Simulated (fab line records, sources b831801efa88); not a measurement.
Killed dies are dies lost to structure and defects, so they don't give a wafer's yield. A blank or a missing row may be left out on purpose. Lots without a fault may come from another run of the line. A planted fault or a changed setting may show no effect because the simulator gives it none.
Which tool did it? | flow gf180mcu | 6 lots, 18 wafers sampled, at 3 steps of a route of 602

WHAT THE GAUGES READ, wafer by wafer
GF_V4_RS_MEAS_24: measures by four-point-probe.
lot  | measured     | on            | V4_W_RS (ohm/sq)
L534 | day 27 02:10 | film_metro-01 | 44.503 44.418 44.153
L536 | day 27 23:46 | film_metro-04 | 43.868 43.970 44.195
L541 | day 29 02:47 | film_metro-01 | 0.326 0.327 0.324
L544 | day 29 15:43 | film_metro-04 | 0.322 0.332 0.323
L546 | day 30 12:46 | film_metro-01 | 0.325 0.324 0.324
L549 | day 31 03:10 | film_metro-04 | 0.332 0.326 0.326

WHICH TOOL RAN EACH LOT (tool, then ch and the chambers of the sampled wafers, then the start)
lot  | GF_V4_ETCH_17                                 | GF_V4_CVD_23
L534 | rie_diel-04 ch 1,2, day 27 02:02 or earlier   | cvd_w-01 ch 0,1, day 27 02:02
L536 | rie_diel-03 ch 0,3, day 27 23:38 or earlier   | cvd_w-01 ch 0,1, day 27 23:38
L541 | rie_diel-04 ch 0,1,2, day 29 02:38 or earlier | cvd_w-02 ch 0, day 29 02:38
L544 | rie_diel-03 ch 0,1, day 29 15:36 or earlier   | cvd_w-02 ch 0,1, day 29 15:36
L546 | rie_diel-04 ch 0,1, day 30 12:39 or earlier   | cvd_w-01 ch 0,1, day 30 12:39
L549 | rie_diel-02 ch 0,3, day 31 03:03 or earlier   | cvd_w-01 ch 0,1, day 31 03:03
- GF_V4_ETCH_17: etches SiO2 in C4F8/O2/Ar, stops on TiN, target depth 630 nm.
- GF_V4_CVD_23: deposits W, target thk 350 nm, time 104.9 s.

THE ANSWER, worked out from the rows above alone
Rule: what is usual is taken from the lots themselves. Put in order of their means at a reading, lots are off if they are a third of the lots or fewer, leave a main group of 4 or more, and stand apart from it by a gap of 3 or more times the standard deviation of the main group's means; of several such gaps the widest counts. A main group whose means are all the same, to the digits that the tables above print for the reading, isn't used. A lot without any number at a reading at which 4 lots or more have one is off too. The other lots that the step has rows for count as sound.
Off: L534, L536, at GF_V4_RS_MEAS_24 (V4_W_RS). The main group: mean 0.326 ohm/sq, standard deviation 0.0013.
A tool fits if, at a process step before that reading, it ran every lot that is off, and no sound lot after the first of them. The gauges at GF_V4_RS_MEAS_24 are tried like those tools. GF_V4_ETCH_17 gives no start for some lots, so the hours and the order of its lots are those of GF_V4_CVD_23. None of those tried fits.

WHAT THE SIMULATOR HAD PUT IN
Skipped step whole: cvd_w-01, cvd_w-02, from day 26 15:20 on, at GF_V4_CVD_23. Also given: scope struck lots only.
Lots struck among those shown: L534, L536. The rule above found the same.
